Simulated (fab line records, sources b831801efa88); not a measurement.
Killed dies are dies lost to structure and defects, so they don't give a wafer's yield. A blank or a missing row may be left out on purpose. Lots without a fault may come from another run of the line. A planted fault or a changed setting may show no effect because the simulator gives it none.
Which tool did it? | flow gf180mcu | 13 lots, 39 wafers sampled, at 4 steps of a route of 602

WHAT THE GAUGES READ, wafer by wafer
GF_SAB_CD_MEAS_09: target cd 420 nm. Usual: cd_nm 419.5 nm, standard deviation 2.5.
lot  | measured     | on        | cd_nm (nm)        | flag
L270 | day 15 08:13 | cd_sem-02 | 420.0 418.7 419.6 |
L269 | day 15 10:55 | cd_sem-01 | 418.4 417.2 416.2 |
L271 | day 15 17:52 | cd_sem-02 | 420.8 420.2 421.1 |
L272 | day 16 09:11 | cd_sem-02 | 418.2 415.2 419.8 |
L276 | day 17 14:37 | cd_sem-01 | 421.9 419.7 420.0 |
L277 | day 17 21:29 | cd_sem-01 | 418.0 417.5 420.7 |
L278 | day 18 06:39 | cd_sem-02 | 418.4 422.7 419.7 |
L283 | day 20 08:32 | cd_sem-01 | 421.5 420.7 420.1 |
L285 | day 20 22:53 | cd_sem-02 | 419.4 419.0 417.7 |
L289 | day 22 03:58 | cd_sem-01 | 417.1 418.0 419.5 |
L290 | day 22 14:55 | cd_sem-01 | 418.9 416.6 416.6 |
L291 | day 22 21:58 | cd_sem-02 | 417.9 418.1 418.5 |
L292 | day 23 04:51 | cd_sem-02 | 413.3 414.8 412.7 |

GF_SALICIDE_RS_MEAS_04: measures by four-point-probe. Usual: SALICIDE_TIN_RS 16.30 ohm/sq, standard deviation 0.27.
lot  | measured     | on            | SALICIDE_TIN_RS (ohm/sq)            | flag
L270 | day 15 08:46 | film_metro-02 | 16.45 16.20 16.47                   |
L269 | day 15 11:28 | film_metro-03 | 15.98 15.92 16.01                   |
L271 | day 15 18:25 | film_metro-03 | 17.06 16.89 16.88                   |
L272 | day 16 09:54 | film_metro-03 | 16.36 16.48 16.47                   |
L276 | day 17 15:09 | film_metro-02 | 16.13 16.52 16.21                   |
L277 | day 17 22:01 | film_metro-03 | 16.41 16.44 16.09                   |
L278 | day 18 07:11 | film_metro-04 | 16.10 16.54 16.35                   |
L283 | day 20 09:14 | film_metro-02 | 18.54 16.51 16.69 18.55 16.52 16.68 | OFF
L285 | day 20 23:26 | film_metro-03 | 16.30 16.56 16.19                   |
L289 | day 22 04:32 | film_metro-03 | 16.16 15.90 16.46                   |
L290 | day 22 15:28 | film_metro-03 | 16.47 16.05 16.01                   |
L291 | day 22 22:32 | film_metro-03 | 16.06 15.96 15.85                   |
L292 | day 23 05:24 | film_metro-02 | 16.08 16.22 16.43                   |

WHICH TOOL RAN EACH LOT (tool, then ch and the chambers of the sampled wafers, then the start)
lot  | GF_SAB_ETCH_11                     | GF_SALICIDE_SPUTTER_02
L270 | rie_diel-03 ch 0,2,3, day 15 08:19 | pvd_sputter-04, day 15 08:39
L269 | rie_diel-04 ch 2,3, day 15 11:03   | pvd_sputter-02, day 15 11:23
L271 | rie_diel-03 ch 2,3, day 15 18:01   | pvd_sputter-01, day 15 18:22
L272 | rie_diel-01 ch 1,2,3, day 16 09:20 | pvd_sputter-04, day 16 09:51
L276 | rie_diel-03 ch 0,1,2, day 17 14:46 | pvd_sputter-04, day 17 15:06
L277 | rie_diel-04 ch 0,3, day 17 21:37   | pvd_sputter-04, day 17 21:57
L278 | rie_diel-04 ch 2,3, day 18 06:46   | pvd_sputter-04, day 18 07:06
L283 | rie_diel-03 ch 0,3, day 20 08:40   | pvd_sputter-04, day 20 09:10
L285 | rie_diel-01 ch 1,2,3, day 20 23:02 | pvd_sputter-02, day 20 23:23
L289 | rie_diel-01 ch 0,1,3, day 22 04:05 | pvd_sputter-02, day 22 04:28
L290 | rie_diel-04 ch 0,2,3, day 22 15:04 | pvd_sputter-02, day 22 15:24
L291 | rie_diel-04 ch 1,2,3, day 22 22:05 | pvd_sputter-01, day 22 22:27
L292 | rie_diel-04 ch 1,2,3, day 23 04:56 | pvd_sputter-01, day 23 05:17
- GF_SAB_ETCH_11: etches SiO2 in C4F8/O2/Ar, target depth 55 nm, time 8.5 s.
- GF_SALICIDE_SPUTTER_02: material Co, target thk 10 nm, time 20 s.

WHAT THE TOOLS THEMSELVES READ (means of the sampled wafers that have a number; where no wafer has one, the mark that the record gives instead)
GF_SAB_ETCH_11. Usual: oes_product_au 1.001 a.u., standard deviation 0.0087.
lot  | tool        | oes_product_au (a.u.) | flag
L270 | rie_diel-03 | 0.997                 |
L269 | rie_diel-04 | 0.999                 |
L271 | rie_diel-03 | 1.001                 |
L272 | rie_diel-01 | 1.013                 |
L276 | rie_diel-03 | 0.993                 |
L277 | rie_diel-04 | 0.998                 |
L278 | rie_diel-04 | 0.993                 |
L283 | rie_diel-03 | 0.995                 |
L285 | rie_diel-01 | 1.010                 |
L289 | rie_diel-01 | 0.998                 |
L290 | rie_diel-04 | 0.999                 |
L291 | rie_diel-04 | 0.997                 |
L292 | rie_diel-04 | 0.992                 |

GF_SALICIDE_SPUTTER_02. Usual: throttle_valve_pct 30.0 %, standard deviation 0.73.
lot  | tool           | throttle_valve_pct (%) | flag
L270 | pvd_sputter-04 | 29.9                   |
L269 | pvd_sputter-02 | 29.7                   |
L271 | pvd_sputter-01 | 30.2                   |
L272 | pvd_sputter-04 | 30.5                   |
L276 | pvd_sputter-04 | 30.0                   |
L277 | pvd_sputter-04 | 30.6                   |
L278 | pvd_sputter-04 | 30.0                   |
L283 | pvd_sputter-04 | 29.9                   |
L285 | pvd_sputter-02 | 29.8                   |
L289 | pvd_sputter-02 | 30.0                   |
L290 | pvd_sputter-02 | 29.9                   |
L291 | pvd_sputter-01 | 30.2                   |
L292 | pvd_sputter-01 | 29.3                   |

THE ANSWER, worked out from the rows above alone
Rule: a lot is off if the mean of its wafers that have a number lies more than 3 standard deviations from the usual mean. A lot without any number at a reading at which 4 lots or more have one is off too. The other lots that the step has rows for count as sound. The gauges are gone through in route order, then the tools' own readings, and for those a lot's mean is taken as printed above. The first step at which some lot is off is used, and at that step the reading that is off furthest; a lot without a number counts as furthest.
Off: L283, at GF_SALICIDE_RS_MEAS_04 (SALICIDE_TIN_RS).
A tool fits if, at a process step before that reading, it ran every lot that is off, and no sound lot after the first of them. The gauges at GF_SALICIDE_RS_MEAS_04 are tried like those tools. Can't be told from this: 2 tools fit, rie_diel-03 at GF_SAB_ETCH_11, pvd_sputter-04 at GF_SALICIDE_SPUTTER_02.

WHAT THE SIMULATOR HAD PUT IN
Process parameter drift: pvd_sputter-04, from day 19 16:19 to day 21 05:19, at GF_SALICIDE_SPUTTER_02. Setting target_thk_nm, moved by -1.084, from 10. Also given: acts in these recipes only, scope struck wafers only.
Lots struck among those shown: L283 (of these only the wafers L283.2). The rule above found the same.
